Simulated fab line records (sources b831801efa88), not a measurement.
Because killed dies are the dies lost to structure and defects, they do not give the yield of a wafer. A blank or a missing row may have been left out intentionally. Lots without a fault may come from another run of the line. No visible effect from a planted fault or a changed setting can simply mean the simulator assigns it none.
What tool caused it? :: flow sky130 :: 12 lots (36 wafers sampled), 1 step of a 708-step route

== WHAT THE GAUGES SHOWED, per wafer ==
SKY_NWELL_THK_MEAS_02.
lot: L200
measured: day 2 21:07
on: film-metro-04
NWELL_OXIDATION_THK (nm): 9.91 10.00 10.24

lot: L201
measured: day 3 03:39
on: film-metro-02
NWELL_OXIDATION_THK (nm): 9.96 9.79 9.87

lot: L211
measured: day 5 07:28
on: film-metro-04
NWELL_OXIDATION_THK (nm): 9.93 9.97 9.84

lot: L213
measured: day 5 17:43
on: film-metro-01
NWELL_OXIDATION_THK (nm): 10.00 10.11 9.93

lot: L214
measured: day 5 17:44
on: film-metro-02
NWELL_OXIDATION_THK (nm): 10.06 9.94 10.22

lot: L215
measured: day 6 00:26
on: film-metro-01
NWELL_OXIDATION_THK (nm): 10.08 9.86 10.12

lot: L216
measured: day 6 06:32
on: film-metro-04
NWELL_OXIDATION_THK (nm): 10.01 10.04 10.00

lot: L217
measured: day 6 11:42
on: film-metro-04
NWELL_OXIDATION_THK (nm): 10.18 10.14 10.07

lot: L219
measured: day 6 21:04
on: film-metro-02
NWELL_OXIDATION_THK (nm): 10.42 10.14 10.36

lot: L220
measured: day 6 23:14
on: film-metro-04
NWELL_OXIDATION_THK (nm): 10.09 10.00 9.97

lot: L221
measured: day 7 04:38
on: film-metro-01
NWELL_OXIDATION_THK (nm): 10.49 10.27 10.33

lot: L222
measured: day 7 13:05
on: film-metro-01
NWELL_OXIDATION_THK (nm): 9.93 9.94 10.04

== WHICH TOOL RAN EACH LOT (tool, then ch and the chambers of the sampled wafers, then the start) ==
The record holds no process step before these readings.

== AS READ BY THE TOOLS THEMSELVES (means over the sampled wafers that have a number; for cases with no such wafer, the mark the record gives instead) ==
The record holds no such reading with a usual standard deviation.

== THE ANSWER, worked out from the rows above alone ==
Rule: the lots themselves supply what counts as usual. Put in order of their means at a reading, lots are off if they are a third of the lots or fewer, leave a main group of 4 or more, and stand apart from it by a gap of 3 or more times the standard deviation of the main group's means; of several such gaps the widest counts. The tables above print the reading to a certain number of digits; a main group whose means all agree to those digits is not used. A lot without any number at a reading at which 4 lots or more have one is off too. Where the step has rows for the other lots, those lots are counted as sound. Order of review: gauges by route order, followed by the tools' own readings, for which a lot's mean as printed above is used. The first step at which some lot is off is used, and at that step the reading that is off furthest; a lot without a number counts as furthest.
None of the lots is off at any reading shown; this tells nothing.

== WHAT THE SIMULATOR PUT IN ==
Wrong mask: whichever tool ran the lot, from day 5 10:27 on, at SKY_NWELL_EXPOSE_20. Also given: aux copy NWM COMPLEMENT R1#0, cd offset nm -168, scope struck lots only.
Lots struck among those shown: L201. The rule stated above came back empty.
